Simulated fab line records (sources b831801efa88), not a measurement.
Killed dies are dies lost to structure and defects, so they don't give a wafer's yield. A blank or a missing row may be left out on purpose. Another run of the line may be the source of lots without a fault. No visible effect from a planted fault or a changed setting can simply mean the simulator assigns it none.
Which tool did it? + flow sky130 + 15 lots with 45 wafers sampled at 3 steps, on a route of 708 steps

## WHAT THE GAUGES READ, wafer by wafer
SKY_LI_CONTACT_BOW_MEAS_03. Usual: for LI_CONTACT_BOW the level is 55 um and the standard deviation is 6.5.
| lot  | measured     | on            | LI_CONTACT_BOW (um) | flag |
|------|--------------|---------------|---------------------|------|
| L797 | day 29 10:44 | film_metro-01 | 54 49 51            |      |
| L800 | day 29 12:20 | film_metro-03 | 49 59 59            |      |
| L801 | day 29 13:10 | film_metro-03 | 52 63 60            |      |
| L802 | day 30 11:53 | film_metro-01 | 55 56 60            |      |
| L803 | day 30 11:59 | film_metro-04 | 65 48 53            |      |
| L804 | day 30 18:44 | film_metro-04 | 60 64 58            |      |
| L808 | day 32 02:50 | film_metro-01 | 57 54 54            |      |
| L809 | day 32 03:26 | film_metro-01 | 46 51 59            |      |
| L813 | day 33 15:07 | film_metro-01 | 51 59 63            |      |
| L814 | day 34 06:38 | film_metro-04 | 59 56 57            |      |
| L815 | day 34 06:59 | film_metro-01 | 65 63 59            |      |
| L816 | day 34 17:17 | film_metro-03 | 42 57 47            |      |
| L817 | day 34 20:17 | film_metro-03 | 47 44 50            |      |
| L818 | day 35 00:08 | film_metro-03 | 58 48 56            |      |
| L819 | day 35 10:16 | film_metro-01 | 53 54 55            |      |

SKY_LI_CONTACT_CD_MEAS_12 targets a cd of 170 nm. Usual: cd_nm at 169.4 nm, with a standard deviation of 1.4.
| lot  | measured     | on        | cd_nm (nm)        | flag |
|------|--------------|-----------|-------------------|------|
| L797 | day 30 13:52 | cd_sem-01 | 170.5 169.9 172.2 |      |
| L800 | day 30 16:40 | cd_sem-01 | 168.2 168.7 166.2 |      |
| L801 | day 30 17:08 | cd_sem-01 | 169.3 170.0 169.1 |      |
| L802 | day 31 14:47 | cd_sem-02 | 168.7 169.0 169.4 |      |
| L803 | day 31 14:55 | cd_sem-01 | 169.8 170.5 170.0 |      |
| L804 | day 31 22:27 | cd_sem-02 | 168.5 170.4 170.5 |      |
| L808 | day 33 05:00 | cd_sem-02 | 167.5 168.4 169.4 |      |
| L809 | day 33 05:48 | cd_sem-01 | 171.1 169.8 168.5 |      |
| L813 | day 34 17:24 | cd_sem-01 | - - -             | OFF  |
| L814 | day 35 09:32 | cd_sem-01 | - - -             | OFF  |
| L815 | day 35 09:42 | cd_sem-02 | - - -             | OFF  |
| L816 | day 35 19:03 | cd_sem-02 | 170.6 171.7 171.6 |      |
| L817 | day 35 22:03 | cd_sem-01 | 170.3 170.4 171.3 |      |
| L818 | day 36 01:18 | cd_sem-01 | 170.4 168.7 167.9 |      |
| L819 | day 36 13:20 | cd_sem-02 | 169.3 168.8 168.7 |      |

## TOOL THAT RAN EACH LOT (tool first, then ch and the chambers of the sampled wafers, then the start)
| lot  | SKY_LI_CONTACT_EXPOSE_09          |
|------|-----------------------------------|
| L797 | krf_scanner-01 ch 0, day 30 00:52 |
| L800 | krf_scanner-01 ch 0, day 30 02:27 |
| L801 | krf_scanner-02 ch 0, day 30 03:20 |
| L802 | krf_scanner-02 ch 0, day 31 01:38 |
| L803 | krf_scanner-02 ch 0, day 31 02:16 |
| L804 | krf_scanner-02 ch 0, day 31 08:41 |
| L808 | krf_scanner-01 ch 0, day 32 16:20 |
| L809 | krf_scanner-02 ch 0, day 32 17:07 |
| L813 | krf_scanner-01, day 34 04:47      |
| L814 | krf_scanner-02, day 34 20:23      |
| L815 | krf_scanner-01, day 34 20:37      |
| L816 | krf_scanner-02 ch 0, day 35 07:05 |
| L817 | krf_scanner-01 ch 0, day 35 09:28 |
| L818 | krf_scanner-01 ch 0, day 35 12:30 |
| L819 | krf_scanner-01 ch 0, day 35 23:35 |
- SKY_LI_CONTACT_EXPOSE_09: exposes mask LICM1, target cd 170 nm.

## WHAT THE TOOLS THEMSELVES READ (means of the sampled wafers that have a number; where no wafer has one, the mark that the record gives instead)
SKY_LI_CONTACT_EXPOSE_09. Usual: exposure_dose_mJ_cm2 37.94, standard deviation 0.044; focus_offset_nm 0.0 nm, standard deviation 0.54; stage_vel_mm_s 499.96 mm/s, standard deviation 0.26.
| lot  | tool           | exposure_dose_mJ_cm2 | focus_offset_nm (nm) | stage_vel_mm_s (mm/s) | flag |
|------|----------------|----------------------|----------------------|-----------------------|------|
| L797 | krf_scanner-01 | 37.93                | 0.1                  | 500.10                |      |
| L800 | krf_scanner-01 | 37.94                | -0.5                 | 499.85                |      |
| L801 | krf_scanner-02 | 38.00                | 0.5                  | 499.85                |      |
| L802 | krf_scanner-02 | 37.95                | 0.3                  | 499.91                |      |
| L803 | krf_scanner-02 | 38.02                | 0.2                  | 499.80                |      |
| L804 | krf_scanner-02 | 37.93                | -0.6                 | 499.66                |      |
| L808 | krf_scanner-01 | 37.90                | 1.1                  | 499.81                |      |
| L809 | krf_scanner-02 | 37.98                | -0.1                 | 500.25                |      |
| L813 | krf_scanner-01 | -                    | -                    | -                     | OFF  |
| L814 | krf_scanner-02 | -                    | -                    | -                     | OFF  |
| L815 | krf_scanner-01 | -                    | -                    | -                     | OFF  |
| L816 | krf_scanner-02 | 37.94                | 0.5                  | 500.10                |      |
| L817 | krf_scanner-01 | 37.87                | -0.4                 | 499.49                |      |
| L818 | krf_scanner-01 | 37.89                | 0.6                  | 499.93                |      |
| L819 | krf_scanner-01 | 37.91                | -0.2                 | 500.01                |      |

## THE ANSWER, worked out from the rows above alone
Rule: a lot is off if the mean of its wafers that have a number lies more than 3 standard deviations from the usual mean. A lot without any number at a reading at which 4 lots or more have one is off too. The other lots that the step has rows for count as sound. After the gauges, taken in route order, come the tools' own readings; for these a lot's mean is taken, as printed above. The first step at which some lot is off is used, and at that step the reading that is off furthest; a lot without a number counts as furthest.
Off: L813, L814, L815, at SKY_LI_CONTACT_CD_MEAS_12 (cd_nm). Without a number there: L813, L814, L815.
If a tool, at a process step before that reading, ran all the lots that are off and no sound lot after the first of them, it fits. The gauges at SKY_LI_CONTACT_CD_MEAS_12 aren't tried: what is off there is off at SKY_LI_CONTACT_EXPOSE_09 too, on other tools, and a gauge's error can't cause that. None of those tried fits.

## WHAT HAD BEEN PUT IN BY THE SIMULATOR
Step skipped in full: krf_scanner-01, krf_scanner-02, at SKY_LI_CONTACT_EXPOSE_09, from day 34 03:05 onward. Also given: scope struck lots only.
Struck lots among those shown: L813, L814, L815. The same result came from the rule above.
